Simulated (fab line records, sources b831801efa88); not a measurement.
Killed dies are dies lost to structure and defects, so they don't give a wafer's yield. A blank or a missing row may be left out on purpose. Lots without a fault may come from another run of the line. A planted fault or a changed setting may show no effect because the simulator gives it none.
A struck lot beside a sound one | flow sky130 | 17 steps out of a route of 708
Sound: wafers L158.1, L158.5, L158.6. Struck: wafers L177.1, L177.4. (L177.2 of the same lot was not struck and is left out.) The cause comes at the end.
At each step with rows: each side's tool, then ch and its chambers, then its first start. Under that, the readings that differ: sound wafers | struck wafers | difference of the means | sigmas: that difference in standard deviations of wafers without a fault.
alike: readings whose means differ by less than 2 such deviations, and words and numbers that are the same on both sides. not compared: withheld readings, readings that some wafer has no value for, bounds like >300 that may hide the same value, and numbers for which the record gives no deviation and whose values overlap.
The two part at a step that has a row with sigmas, a row that says differs or no value, or rows on one side only. Numbers that don't overlap but have no deviation are shown without sigmas and don't part them. A reading that every wafer of one side lacks parts them only if that side has two wafers or more.

first, 3 steps without rows for these wafers: SKY_LI_CONTACT_EXPOSE_09 (exposes mask LICM1, target cd 170 nm); SKY_LI_CONTACT_PEB_10; SKY_LI_CONTACT_DEVELOP_11 (develop time 60 s).
SKY_LI_CONTACT_CD_MEAS_12: target cd 170 nm.
  sound on cd_sem-02, day 29 13:25; struck on cd_sem-01, day 35 19:16
  alike: cd_nm
SKY_LI_CONTACT_OVL_MEAS_13:
  sound on overlay-02, day 29 13:32; struck on overlay-02, day 35 19:23
  alike: LI_CONTACT_OVL
SKY_LI_CONTACT_ETCH_14: etches BARC in N2/H2, stops on SiO2, time 45.9 s, target depth 60 nm.
  sound on rie_diel-02 ch 0,3, day 29 13:35; struck on rie_diel-03 ch 2,3, day 35 19:26
  reading               | sound             | struck      | difference | sigmas
  oes_product_au (a.u.) | 0.853 0.857 0.863 | 0.844 0.852 | -0.010     | -2
  alike: drypump_motor_current_A, throttle_valve_pct
  not compared: rf_hours_counter_h
SKY_LI_CONTACT_ETCH_15: etches PSG in C4F8/O2/Ar, stops on Si, target depth 600 nm.
  sound on rie_diel-02 ch 0,3, day 29 13:37; struck on rie_diel-03 ch 2,3, day 35 19:28
  alike: oes_product_au
SKY_LI_CONTACT_STRIP_16: strips in O2/N2.
  sound on plasma_asher-03 ch 0,1, day 29 13:43; struck on plasma_asher-04 ch 0, day 35 19:34
  alike: drypump_motor_current_A, o2_flow_sccm, oes_product_au, strip_time_to_endpoint_s
  not compared: rf_hours_counter_h
then, 3 steps without rows for these wafers: SKY_LI_CONTACT_CLEAN_17 (cleans in NMP, time 600 s); SKY_LI_CONTACT_PRE_CLEAN_18 (time 5.6 s); SKY_LI_CONTACT_SPUTTER_19 (material Ti, target thk 20 nm, time 106.37 s).
SKY_LI_CONTACT_SPUTTER_20: material TiN, target thk 20 nm, time 80 s.
  sound on pvd_sputter-01, day 29 14:05; struck on pvd_sputter-04, day 35 20:06
  alike: throttle_valve_pct
SKY_LI_CONTACT_CVD_21: deposits W, target thk 400 nm, time 120.56 s.
  sound on cvd_w-01 ch 0,1, day 29 14:08; struck on cvd_w-01 ch 0, day 35 20:10
  reading                                  | sound             | struck      | difference | sigmas
  chamber_pressure_Torr (Torr)             | 40.05 40.00 40.03 | 49.99 50.05 | +9.99      | +99 or more
  model.W_of_LI_CONTACT_CVD_21.thk_nm (nm) | 394.9 395.5 398.2 | 440.7 438.8 | +43.6      |
  alike: heater_power_w
SKY_LI_CONTACT_RS_MEAS_22: measures by four-point-probe.
  sound on film_metro-01, day 29 14:16; struck on film_metro-01, day 35 20:17
  reading                  | sound             | struck      | difference | sigmas
  LI_CONTACT_W_RS (ohm/sq) | 0.288 0.288 0.286 | 0.259 0.259 | -0.028     | -5
SKY_LI_CONTACT_THK_MEAS_23: measures by xrf.
  sound on film_metro-01, day 29 14:23; struck on film_metro-01, day 35 20:25
  reading               | sound       | struck  | difference | sigmas
  LI_CONTACT_W_THK (nm) | 373 373 378 | 422 422 | +47        | +5
SKY_LI_CONTACT_CMP_24: polishes, stops on PSG, t overpolish 20 s, target thk 0 nm.
  sound on cmp-01 ch 1,2, day 29 14:26; struck on cmp-01 ch 0,1, day 35 20:31
  reading          | sound             | struck      | difference | sigmas
  platen_rpm (rpm) | 60.09 59.98 60.12 | 59.89 59.97 | -0.13      | -3
  alike: edge_zone_pressure_frac, motor_current_A, time_to_endpoint_s
-- the record jumps here: 15 days lie between the struck wafers' starts before and after (it left off in module LI_CONTACT and takes up again in module PAD_OPEN, whose first step shown is number 708 of the route) --
SKY_PAD_OPEN_PROBE_99:
  the record has rows for the struck wafers here (prober-01, day 50 11:13) and none for the sound ones

WHERE THEY PART
First at SKY_LI_CONTACT_ETCH_14; last, within this record, at SKY_PAD_OPEN_PROBE_99.

WHY: what the simulator had put in
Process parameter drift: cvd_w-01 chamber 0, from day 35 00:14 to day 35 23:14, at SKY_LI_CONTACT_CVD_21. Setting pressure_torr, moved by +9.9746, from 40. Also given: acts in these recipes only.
